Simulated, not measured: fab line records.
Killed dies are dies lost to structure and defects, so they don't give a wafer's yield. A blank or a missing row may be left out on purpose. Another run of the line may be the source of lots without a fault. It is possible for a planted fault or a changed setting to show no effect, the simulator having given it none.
Problem report, 8D (eight disciplines) form, completed by code || flow gf180mcu || the parts of the form that need people (team, actions taken, sign-off) are left out

## 1. WHAT IS WRONG
Mean of chamber_pressure_pa at GF_V5_SPUTTER_21: 5.248 Pa across 3 wafers in 2 lots; on wafers with no fault it is 4.999 Pa (standard deviation 0.01). Measured from the usual mean, that is +25 standard deviations.
The step: material Ti, target thk 15 nm, time 80.02 s.
First observed at day 30 12:25: wafer L685.3, on pvd_sputter-04. The record holds 18 wafers of 6 lots with a number at this step. The rule behind "out" and "out of limits": a value lying over 4 standard deviations away from the usual mean. The other wafers with a number count as sound.

## 2. WHAT IT IS, WHAT IT ISN'T
{"question": "which readings at this step", "is": "chamber_pressure_pa", "is not": "substrate_temp_c, throttle_valve_pct"}
{"question": "which lots", "is": "L685, L690", "is not": "L677, L681, L692, L698"}
{"question": "which wafers of those lots", "is": "L685.3, L685.5, L690.1", "is not": "L685.4, L690.3, L690.6"}
{"question": "read on which tools", "is": "pvd_sputter-04", "is not": "pvd_sputter-01, pvd_sputter-03"}
{"question": "when", "is": "from day 30 12:25", "is not": "up to then (7 sound wafers); but 8 sound wafers of L690, L692, L698 came after"}

## 3. WHAT RULES OUT EACH SUSPECT
Counting: a tool at a process step up to the reading stays a suspect if it ran every lot that is out. Sound lots after the first of them don't rule it out here, since some wafers of a struck lot are sound.
- plasma_asher-03 at GF_V5_STRIP_18 (strips in O2/N2): kept. It ran every lot that is out, first L685 (day 30 11:53); its last sound lot up to then is L677 (day 28 03:12).
- pvd_sputter-04 at GF_V5_SPUTTER_21 (material Ti, target thk 15 nm, time 80.02 s): kept. It ran every lot that is out, first L685 (day 30 12:25); its last sound lot up to then is L681 (day 29 11:59). Its own readings are out on those wafers: chamber_pressure_pa.
Left after counting: plasma_asher-03 at GF_V5_STRIP_18, pvd_sputter-04 at GF_V5_SPUTTER_21.

## 4. THE CAUSE (what the simulator had put in)
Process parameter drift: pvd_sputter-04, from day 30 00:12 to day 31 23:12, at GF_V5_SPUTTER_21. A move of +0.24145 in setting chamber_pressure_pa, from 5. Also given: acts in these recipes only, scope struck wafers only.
Of the 2 suspects that counting leaves, this tool is one.

## 5. THE CHAIN OF EFFECTS, in route order
Each row: a reading where the mean over the struck wafers with a number is more than 3 standard deviations away from the usual. Scope: only readings with a usual standard deviation given in the record; hours: median across lots of the time from each lot's start at the first step in this table that gives one to its start at this step; sigmas: change in usual standard deviations.
{"hours": 0, "step": "GF_V5_SPUTTER_21", "reading": "chamber_pressure_pa", "usual": "4.999 Pa", "on struck wafers": 5.248, "change": "+0.249", "sigmas": "+25"}
Its process steps:
- GF_V5_SPUTTER_21: material Ti, target thk 15 nm, time 80.02 s.

## 6. HOW IT WOULD HAVE BEEN CAUGHT EARLIER
12 hours passed between the start of the fault at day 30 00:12 and the first reading out of limits in this record, taken at day 30 12:25.
